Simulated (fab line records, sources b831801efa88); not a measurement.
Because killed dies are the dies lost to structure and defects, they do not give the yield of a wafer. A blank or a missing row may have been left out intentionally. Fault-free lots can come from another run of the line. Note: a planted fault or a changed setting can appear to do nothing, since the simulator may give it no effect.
The same fault as seen by 2 desks / flow sky130 / every desk sees just its own numbers, and what lay behind them comes last

== FOR THE TOOL OWNER'S DESK: implanter-04 ==
For each lot that ran on this tool, the mean over its sampled wafers that have a number, from the tool's own readings at SKY_SD_P_IMPLANT_09. A lot is out of limits, marked OUT, if its mean lies more than 4 standard deviations from the usual mean; the brackets give that distance.
Columns: A = faradayCurrentUA at SKY_SD_P_IMPLANT_09, usual 11761
lot=L196; first seen here=day 26 02:24; A=12796
lot=L199; first seen here=day 27 06:12; A=12748
lot=L202; first seen here=day 28 16:03; A=12988
lot=L206; first seen here=day 29 18:29; A=12760
lot=L210; first seen here=day 30 17:06; A=12825
lot=L209; first seen here=day 30 20:07; A=12769
This desk's finding: nothing out of limits on any of the 6 lots.

== FROM THE METROLOGY DESK ==
What the gauges read, lot by lot, whatever tool the lot ran on: means of the sampled wafers that have a number. A lot is out of limits, marked OUT, if its mean lies more than 4 standard deviations from the usual mean; the brackets give that distance.
Columns: A = cdNm at SKY_POLY_CUT_CD_MEAS_08, usual 270.5 nm; B = SD_P_OVL at SKY_SD_P_OVL_MEAS_08, usual -0.1 nm; C = SD_P_RS at SKY_SD_N_RS_MEAS_17, usual 147.1 ohm/sq
lot=L197; first seen here=day 24 17:47; A=268.7; B=0.4; C=147.5
lot=L198; first seen here=day 24 19:58; A=267.9; B=-2.9; C=146.9
lot=L196; first seen here=day 24 21:49; A=269.5; B=-1.4; C=147.3
lot=L199; first seen here=day 26 01:18; A=272.9; B=-0.4; C=147.6
lot=L202; first seen here=day 27 10:41; A=273.1; B=-0.0; C=147.0
lot=L206; first seen here=day 28 13:17; A=270.1; B=-0.8; C=147.6
lot=L210; first seen here=day 29 13:08; A=268.5; B=-0.2; C=148.9
lot=L209; first seen here=day 29 15:11; A=269.9; B=1.5; C=147.9
lot=L214; first seen here=day 30 16:02; A=270.5; B=-0.5; C=146.8
lot=L215; first seen here=day 30 18:47; A=267.4; B=0.1; C=147.0
lot=L217; first seen here=day 31 13:51; A=273.2; B=0.0; C=147.2
lot=L218; first seen here=day 31 21:29; A=270.6; B=-0.8; C=147.6
This desk's finding: nothing out of limits on any of the 12 lots.

== ALL TOGETHER ==
The tool owner's desk saw nothing out of limits.
Nothing out of limits was seen by the metrology desk.

== WHAT WAS PUT IN BY THE SIMULATOR ==
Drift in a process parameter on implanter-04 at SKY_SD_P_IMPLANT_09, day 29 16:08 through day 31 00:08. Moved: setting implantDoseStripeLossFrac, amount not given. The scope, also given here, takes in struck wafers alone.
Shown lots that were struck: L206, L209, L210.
